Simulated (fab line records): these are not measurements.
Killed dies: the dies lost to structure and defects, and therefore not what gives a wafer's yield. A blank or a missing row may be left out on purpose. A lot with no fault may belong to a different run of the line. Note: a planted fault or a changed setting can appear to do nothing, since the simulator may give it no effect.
Chamber matching | flow gf180mcu | GF_V1_CMP_26 on cmp-02: 4 sister chambers
The step polishes, stops on SiO2, t overpolish 15 s, target thk 0 nm. 4 wafers are shown with their chamber, then 12 later ones without.

== WAFERS WITH THEIR CHAMBER ==
wafer  | chamber | motor_current_A (A)
L090.3 | 3       | 9.8
L090.6 | 1       | 10.7
L091.3 | 0       | 11.1
L091.5 | 2       | 12.9

== WAFERS MISSING THEIR CHAMBER ==
wafer  | motor_current_A (A)
L092.2 | 13.6
L092.3 | 10.6
L092.6 | 10.1
L093.1 | 10.4
L093.4 | 13.7
L093.5 | 13.8
L094.3 | 10.6
L094.4 | 9.8
L094.6 | 10.7
L096.1 | 10.0
L096.2 | 13.6
L096.3 | 10.5

== CHAMBER TAKEN BY EACH ==
wafer  | from the rows above          | in truth
L092.2 | 2                            | 2
L092.3 | can't be placed: 1 or 0 or 3 | 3
L092.6 | can't be placed: 3 or 1 or 0 | 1
L093.1 | can't be placed: 1 or 3 or 0 | 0
L093.4 | 2                            | 2
L093.5 | 2                            | 2
L094.3 | can't be placed: 1 or 0 or 3 | 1
L094.4 | can't be placed: 3 or 1      | 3
L094.6 | can't be placed: 1 or 0 or 3 | 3
L096.1 | can't be placed: 3 or 1 or 0 | 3
L096.2 | 2                            | 2
L096.3 | can't be placed: 1 or 0 or 3 | 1
4 of 12 placed correctly. Unplaceable from these rows: 8, with the true chamber sitting among the candidates in 8. 0 placed wrongly.
How it was worked out, from the rows above alone: a wafer's distance from a chamber is the root of the sum, over the readings, of the square of ((its reading less the chamber's mean) divided by the reading's scatter). If the next closest chamber is less than 2 further off than the closest, the wafer can't be placed; otherwise it belongs to the closest. For every chamber, the mean is computed from those of its wafers that are shown. The scatter (one wafer shown for each chamber): square how far every hidden wafer sits from the nearest shown wafer, average those squares and take the square root.
